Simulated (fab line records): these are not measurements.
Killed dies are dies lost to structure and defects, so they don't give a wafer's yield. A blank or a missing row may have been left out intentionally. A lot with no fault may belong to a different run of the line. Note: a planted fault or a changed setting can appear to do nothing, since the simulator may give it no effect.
What tool caused it? -- flow sfqLine -- 14 lots with 42 wafers sampled at 4 steps, on a route of 325 steps

WHAT EACH GAUGE READ, for each wafer
SFQ_L0V_OVL_MEAS_903. Usual: L0V_OVL typically reads 2 nm, with standard deviation 4.2.
lot,measured,on,L0V_OVL (nm),flag
L548,day 7 08:07,overlay-01,4 7 0,
L549,day 7 12:56,overlay-02,3 1 5,
L550,day 7 20:08,overlay-02,-2 0 3,
L551,day 8 07:20,overlay-02,0 4 7,
L553,day 9 01:20,overlay-02,2 6 10,
L554,day 9 06:08,overlay-01,2 2 0,
L555,day 9 10:55,overlay-02,0 -3 -1,
L556,day 9 14:31,overlay-02,5 -2 -2,
L557,day 9 21:14,overlay-01,4 2 3,
L558,day 9 23:38,overlay-01,7 3 3,
L566,day 12 14:10,overlay-02,3 2 0,
L567,day 12 18:57,overlay-01,6 10 10,
L568,day 13 00:57,overlay-02,-3 -2 -4,
L571,day 14 00:57,overlay-01,-3 -1 -2,

SFQ_JJ_RS_MEAS_929: the measuring method here is four-point-probe. Usual: JJ_NB_RS typically reads 1.046 ohm/sq, with standard deviation 0.0097.
lot,measured,on,JJ_NB_RS (ohm/sq),flag
L548,day 50 10:43,filmMetro-04,1.059 1.053 1.055,
L549,day 50 15:32,filmMetro-03,1.051 1.046 1.035,
L550,day 50 17:49,filmMetro-03,1.047 1.063 1.056,
L551,day 50 20:00,filmMetro-03,1.037 1.045 1.043,
L553,day 52 20:04,filmMetro-04,1.059 1.055 1.048,
L554,day 52 21:14,filmMetro-02,1.063 1.051 1.039,
L555,day 52 23:37,filmMetro-04,1.047 1.035 1.044,
L556,day 53 00:49,filmMetro-02,1.050 1.045 1.070,
L557,day 53 10:26,filmMetro-02,1.053 1.051 1.060,
L558,day 53 22:36,filmMetro-04,1.053 1.057 1.051,
L566,day 55 08:32,filmMetro-04,1.036 1.033 1.030,
L567,day 55 12:04,filmMetro-03,1.042 1.041 1.048,
L568,day 55 23:17,filmMetro-04,1.033 1.046 1.037,
L571,day 56 09:28,filmMetro-02,1.034 1.027 1.033,

WHICH TOOL RAN EACH LOT (tool, then ch and the chambers of the sampled wafers, then the start)
lot,SFQ_TRILAYER_I1_METRO_MEASURE_047,SFQ_TRILAYER_I4_VIA_LITHO_DEVELOP_105
L548,"filmMetro-01, day 22 08:17","lithoTrack-03 ch 0, day 50 08:23"
L549,"filmMetro-01, day 22 20:10","lithoTrack-02 ch 0, day 50 13:13"
L550,"filmMetro-04, day 23 08:39","lithoTrack-01 ch 0, day 50 15:31"
L551,"filmMetro-01, day 23 23:52","lithoTrack-01 ch 0, day 50 17:41"
L553,"filmMetro-04, day 25 08:22","lithoTrack-03 ch 0, day 52 17:46"
L554,"filmMetro-02, day 25 12:46","lithoTrack-01 ch 0, day 52 18:55"
L555,"filmMetro-01, day 26 00:33","lithoTrack-02 ch 0, day 52 21:17"
L556,"filmMetro-02, day 26 10:53","lithoTrack-01 ch 0, day 52 22:29"
L557,"filmMetro-01, day 27 05:16","lithoTrack-01 ch 0, day 53 08:07"
L558,"filmMetro-02, day 27 13:05","lithoTrack-03 ch 0, day 53 20:17"
L566,"filmMetro-04, day 29 05:36","lithoTrack-02, day 55 06:14"
L567,"filmMetro-02, day 29 06:05","lithoTrack-03, day 55 09:45"
L568,"filmMetro-04, day 29 08:12","lithoTrack-01 ch 0, day 55 20:58"
L571,"filmMetro-02, day 29 15:15","lithoTrack-02 ch 0, day 56 06:32"
- SFQ_TRILAYER_I1_METRO_MEASURE_047
- SFQ_TRILAYER_I4_VIA_LITHO_DEVELOP_105: time 60 s.

AS READ BY THE TOOLS THEMSELVES (means over the sampled wafers that have a number; for cases with no such wafer, the mark the record gives instead)
SFQ_TRILAYER_I1_METRO_MEASURE_047. Usual: thkNm reads 200.1 nm (standard deviation 1.3).
lot,tool,thkNm (nm),flag
L548,filmMetro-01,200.6,
L549,filmMetro-01,202.0,
L550,filmMetro-04,199.4,
L551,filmMetro-01,202.2,
L553,filmMetro-04,198.7,
L554,filmMetro-02,198.6,
L555,filmMetro-01,199.9,
L556,filmMetro-02,200.3,
L557,filmMetro-01,200.8,
L558,filmMetro-02,201.6,
L566,filmMetro-04,198.0,
L567,filmMetro-02,201.2,
L568,filmMetro-04,198.7,
L571,filmMetro-02,200.0,

SFQ_TRILAYER_I4_VIA_LITHO_DEVELOP_105. Usual: chillPlateTempC 23.00 C, standard deviation 0.1; exhaustPa 45.0 Pa, standard deviation 0.96.
lot,tool,chillPlateTempC (C),exhaustPa (Pa),flag
L548,lithoTrack-03,23.07,45.0,
L549,lithoTrack-02,22.96,45.6,
L550,lithoTrack-01,22.97,44.5,
L551,lithoTrack-01,22.94,43.6,
L553,lithoTrack-03,23.02,44.7,
L554,lithoTrack-01,23.01,44.3,
L555,lithoTrack-02,22.92,45.8,
L556,lithoTrack-01,22.94,46.0,
L557,lithoTrack-01,22.95,46.0,
L558,lithoTrack-03,22.97,44.0,
L566,lithoTrack-02,-,-,OFF
L567,lithoTrack-03,-,-,OFF
L568,lithoTrack-01,23.07,44.8,
L571,lithoTrack-02,22.99,44.4,

THE ANSWER, worked out from the rows above alone
Rule: lot off if the mean of its wafers having a number is beyond 3 standard deviations from the usual mean. A lot without any number at a reading at which 4 lots or more have one is off too. All remaining lots with rows at the step are treated as sound. After the gauges, taken in route order, come the tools' own readings; for these a lot's mean is taken, as printed above. The first step at which some lot is off is used, and at that step the reading that is off furthest; a lot without a number counts as furthest.
Off: L566, L567 (SFQ_TRILAYER_I4_VIA_LITHO_DEVELOP_105, chillPlateTempC). Without a number there: L566, L567.
If a tool, at that step or one of the process steps before it, ran each lot that is off and ran no sound lot following the first of them, it fits. None of those tried fits.

WHAT THE SIMULATOR PUT IN
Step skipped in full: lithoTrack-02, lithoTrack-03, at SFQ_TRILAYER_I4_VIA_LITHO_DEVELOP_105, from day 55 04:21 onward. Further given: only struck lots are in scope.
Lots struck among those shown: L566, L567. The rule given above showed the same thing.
